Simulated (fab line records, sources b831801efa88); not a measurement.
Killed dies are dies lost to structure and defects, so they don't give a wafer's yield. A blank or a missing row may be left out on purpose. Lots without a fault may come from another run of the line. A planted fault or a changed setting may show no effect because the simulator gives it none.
Chamber matching | flow sky130 | SKY_LI_CONTACT_ETCH_15 on rie_diel-04: 4 sister chambers
The step etches PSG in C4F8/O2/Ar, stops on Si, target depth 600 nm. 16 wafers are shown with their chamber, then 8 later ones without.

WAFERS WITH THEIR CHAMBER
wafer  | chamber | oes_product_au (a.u.)
L074.1 | 1       | 0.845
L074.2 | 2       | 0.830
L074.5 | 3       | 0.835
L078.1 | 1       | 0.833
L078.2 | 0       | 0.845
L078.3 | 3       | 0.838
L078.4 | 2       | 0.830
L078.5 | 2       | 0.837
L078.6 | 3       | 0.835
L085.1 | 0       | 0.839
L085.2 | 2       | 0.835
L085.3 | 1       | 0.847
L085.4 | 3       | 0.837
L085.5 | 2       | 0.834
L085.6 | 1       | 0.842
L087.1 | 0       | 0.839

SIGNATURES (means of the wafers above)
reading        | chamber 0 | chamber 1 | chamber 2 | chamber 3 | scatter within a chamber
oes_product_au | 0.84100   | 0.84175   | 0.83320   | 0.83625   | 0.00392
Rule: a wafer's distance from a chamber is the root of the sum, over the readings, of the square of ((its reading less the chamber's mean) divided by the reading's scatter). The wafer belongs to the nearest chamber; if the next one is less than 2 further off, it can't be placed. The scatter: the root of (the sum of the squares of (reading less its chamber's mean) over the shown wafers, divided by (wafers less chambers)).

WAFERS WITHOUT THEIR CHAMBER
wafer  | oes_product_au (a.u.)
L087.2 | 0.838
L087.3 | 0.832
L087.4 | 0.837
L087.5 | 0.838
L087.6 | 0.841
L093.3 | 0.835
L093.5 | 0.832
L093.6 | 0.845

WHICH CHAMBER EACH WENT THROUGH
wafer  | from the rows above               | in truth
L087.2 | can't be placed: 3 or 0 or 1 or 2 | 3
L087.3 | can't be placed: 2 or 3 or 0      | 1
L087.4 | can't be placed: 3 or 2 or 0 or 1 | 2
L087.5 | can't be placed: 3 or 0 or 1 or 2 | 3
L087.6 | can't be placed: 0 or 1 or 3 or 2 | 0
L093.3 | can't be placed: 3 or 2 or 0 or 1 | 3
L093.5 | can't be placed: 2 or 3 or 0      | 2
L093.6 | can't be placed: 1 or 0 or 3      | 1
Placed correctly: 0 of 8. Can't be placed from these rows: 8 (the true chamber is among the candidates in 7). Placed wrongly: 0.
